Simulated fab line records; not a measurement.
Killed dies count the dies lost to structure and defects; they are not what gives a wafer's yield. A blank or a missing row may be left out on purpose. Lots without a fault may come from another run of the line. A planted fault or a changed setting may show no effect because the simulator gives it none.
fab line records	flow gf180mcu
record: lots: 7	wafers: 21	last_day: 34
route steps=602 shown MVPSD@83 VT_IMPLANT@90
lots with no fault: from the same line, run without faults
start_h: start of the lot's first displayed wafer, in hours after the record's first day	wait_h: how many hours have passed since the lot's step before this one	" as in the row above	L1.1+2: a row that stands for several wafers	- no value, or no start was given	* or withheld: withheld	< > ~ a bound
route shown NAME@n: NAME is a module with steps in the file, n the number in the route of the first one	usual: average and standard deviation across the fault-free wafers	same: alike in all rows	chamber/n: place in a boat	sites: the reading at each site	_std_site: the standard deviation of these	_edge_site: the outer-site mean with the inner-site mean subtracted	radius_mm: for every site, how far away it sits from the centre of the wafer	mask NAME#n: copy n	behind: tool/chamber where the wafer was last shaped	hold: why the lot was held/for how many hours/how that ended	device: whichever transistor did not switch (one of n, p or np)	end of line: at the end of the route, the tests of the same wafers	a step given without rows: its recipe and nothing more	killed: dies lost to structure and defects at the first sort, not the wafer's yield	map: dies across one wafer; x = killed, . = not, _ = none there
set.NAME: the run value of the setting; set.NAME@STEP: its run value at that earlier step	model.NAME: the simulator's own value behind a step, which no gauge read
lots at selected steps of the route; one table per step, one row per wafer
services: from which hour (start_h, from the record's first day; less than 0 if before it) a tool's chamber was out of use, for how many hours, and why
== steps ==
step: GF_MVPSD_PEB_05
recipe: temp_c: 115	time_s: withheld
step: GF_MVPSD_DEVELOP_06
recipe: wall_angle_deg: 90	develop_time_s: 60	dev_temp_c: 23
step: GF_MVPSD_OVL_MEAS_07
usual: MVPSD_OVL: -1.0/1.2
lot.wafer	tool	chamber	start_h	wait_h	MVPSD_OVL[nm]
L352.1	overlay-02	-	103.15	-	-1.2
L352.3	"	-	"	"	-3.1
L352.4	"	-	"	"	-2.4
L366.2	overlay-02	-	189.05	-	-1.6
L366.4	"	-	"	"	-1.3
L366.6	"	-	"	"	-1.8
L367.1	overlay-02	-	191.89	-	-2.3
L367.2	"	-	"	"	-1.4
L367.4	"	-	"	"	-0.8
L368.1	overlay-02	-	200.59	-	2.3
L368.2	"	-	"	"	2.3
L368.4	"	-	"	"	1.7
L369.3	overlay-02	-	206.51	-	-0.7
L369.5	"	-	"	"	-1.0
L369.6	"	-	"	"	-1.3
L370.2	overlay-02	-	211.85	-	-1.0
L370.3	"	-	"	"	0.0
L370.6	"	-	"	"	-0.1
L373.2	overlay-02	-	231.41	-	-3.1
L373.3	"	-	"	"	-2.3
L373.6	"	-	"	"	-2.3
step: GF_MVPSD_IMPLANT_08
recipe: species: B	energy_kev: 170	dose_cm2: 1.5e+13	tilt_deg: 0
step: GF_MVPSD_IMPLANT_09
recipe: species: B	energy_kev: 39.31	dose_cm2: 5e+12	tilt_deg: 0
step: GF_MVPSD_STRIP_10
recipe: chemistry: O2/N2	power_w: 1400	pressure_mtorr: 1500	platen_temp_c: 250	o2_flow_sccm: 3000	n2_flow_sccm: 300	overash_fraction: 0.5
usual: drypump_motor_current_A: 5.5/0.54	heater_power_w: 321/15	oes_product_au: 0.722/0.0047	strip_time_to_endpoint_s: 36.95/0.089
lot.wafer	tool	chamber	start_h	wait_h	drypump_motor_current_A	heater_power_w	oes_product_au	rf_hours_counter_h	strip_time_to_endpoint_s
L352.1	plasma_asher-04	0	103.49	0.1	5.0	334	0.717	56	36.89
L352.3	"	1	"	"	5.3	319	0.721	-	36.93
L352.4	"	0	"	"	5.0	334	0.722	-	36.87
L366.2	plasma_asher-02	1	189.38	0.1	6.0	323	0.726	56	37.12
L366.4	"	1	"	"	6.0	329	0.725	-	36.96
L366.6	"	1	"	"	6.0	325	0.719	-	36.95
L367.1	plasma_asher-04	0	192.22	0.1	5.0	341	0.723	65	37.14
L367.2	"	1	"	"	5.3	313	0.720	65	37.08
L367.4	"	0	"	"	4.9	342	0.725	-	37.11
L368.1	plasma_asher-04	1	200.93	0.1	5.3	314	0.716	66	37.08
L368.2	"	0	"	"	5.0	345	0.722	66	36.89
L368.4	"	1	"	"	5.3	316	0.724	-	36.96
L369.3	plasma_asher-04	0	206.87	0.1	5.0	339	0.726	-	37.03
L369.5	"	0	"	"	4.9	337	0.721	-	36.93
L369.6	"	1	"	"	5.3	319	0.720	-	36.94
L370.2	plasma_asher-04	1	212.18	0.1	5.3	315	0.726	67	37.00
L370.3	"	0	"	"	4.9	341	0.724	-	37.04
L370.6	"	0	"	"	4.9	340	0.720	-	36.91
L373.2	plasma_asher-02	0	231.74	0.1	6.3	305	0.720	60	36.94
L373.3	"	1	"	"	6.0	328	0.729	-	36.91
L373.6	"	0	"	"	6.2	304	0.722	-	36.88
step: GF_MVPSD_TW_MEAS_11
usual: MVPSD_TW: 552/9.2
lot.wafer	tool	chamber	start_h	wait_h	MVPSD_TW
L352.1	film_metro-04	-	103.59	0.1	549
L352.3	"	-	"	"	546
L352.4	"	-	"	"	548
L366.2	film_metro-01	-	189.49	0.1	544
L366.4	"	-	"	"	541
L366.6	"	-	"	"	544
L367.1	film_metro-02	-	192.32	0.1	566
L367.2	"	-	"	"	568
L367.4	"	-	"	"	566
L368.1	film_metro-02	-	201.03	0.1	570
L368.2	"	-	"	"	569
L368.4	"	-	"	"	570
L369.3	film_metro-02	-	206.96	0.1	566
L369.5	"	-	"	"	565
L369.6	"	-	"	"	567
L370.2	film_metro-04	-	212.29	0.1	551
L370.3	"	-	"	"	549
L370.6	"	-	"	"	549
L373.2	film_metro-04	-	231.85	0.1	549
L373.3	"	-	"	"	550
L373.6	"	-	"	"	548
step: GF_VT_IMPLANT_DEHYDRATE_00
recipe: temp_c: 200	time_s: 60
step: GF_VT_IMPLANT_HMDS_01
recipe: prime_time_s: 60	prime_temp_c: 120
step: GF_VT_IMPLANT_COAT_02
recipe: resist: NOVOLAK	spin_rpm: 3000	resist_thk_nm: 1000
step: GF_VT_IMPLANT_SOFTBAKE_03
recipe: temp_c: 90	time_s: 60	resist: NOVOLAK
step: GF_VT_IMPLANT_EXPOSE_04
recipe: mask_id: LVPWELL_LV_AREA	target_cd_nm: 600	na: 0.6	source_shape: conventional	sigma_outer: 0.6	dose_mj: 140
step: GF_VT_IMPLANT_PEB_05
recipe: temp_c: withheld	time_s: *	resist: NOVOLAK
usual: chill_plate_temp_C: *	exhaust_pa: 44.9/0.91
lot.wafer	tool	chamber	start_h	wait_h	chill_plate_temp_C	exhaust_pa
L352.1	litho_track-03	0	117.20	-	*	44.5
L352.3	"	0	"	"	*	43.8
L352.4	"	0	"	"	*	44.9
L366.2	litho_track-02	0	205.37	-	*	44.7
L366.4	"	0	"	"	*	46.6
L366.6	"	0	"	"	*	43.8
L367.1	litho_track-03	-	208.59	-	-	-
L367.2	"	-	"	"	-	-
L367.4	"	-	"	"	-	-
L368.1	litho_track-01	-	217.90	-	-	-
L368.2	"	-	"	"	-	-
L368.4	"	-	"	"	-	-
L369.3	litho_track-01	-	224.55	-	-	-
L369.5	"	-	"	"	-	-
L369.6	"	-	"	"	-	-
L370.2	litho_track-02	0	229.67	-	*	45.8
L370.3	"	0	"	"	*	46.2
L370.6	"	0	"	"	*	45.3
L373.2	litho_track-02	0	249.47	-	*	46.1
L373.3	"	0	"	"	*	44.0
L373.6	"	0	"	"	*	46.1
step: GF_VT_IMPLANT_DEVELOP_06
recipe: develop_time_s: 60	dev_temp_c: 23
== services ==
tool	chamber	start_h	hours	kind
plasma_asher-04	-	98.61	2.8	pm
plasma_asher-02	-	156.56	2.8	pm
== key ==
first_sign: step: GF_VT_IMPLANT_PEB_05	reading: tool_record	direction: missing
effect none on later readings
met_at GF_VT_IMPLANT_PEB_05
struck_wafers L367.1,L367.2,L367.4,L368.1,L368.2,L368.4,L369.3,L369.5,L369.6
sort_left_out L367.1,L367.2,L367.4,L368.1,L368.2,L368.4,L369.3,L369.5,L369.6
tester_left_out L367,L368,L369
onset_between 117.20 208.59
fault: kind: skipped_step_whole	tool: litho_track-01,litho_track-03	chamber: -	onset_h: 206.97	steps: GF_VT_IMPLANT_PEB_05	scope: struck_lots_only
tester_left_out: of these lots the tester's yield and bins aren't shown, on N5 and GAA mostly nor the transistor test; their killed dies are dies lost to structure and defects alone, not to doping, threshold or leakage, so they don't give the yield
sort_left_out: the simulated sort isn't trusted on such a fault, so these wafers' sort isn't shown, and their yield isn't known
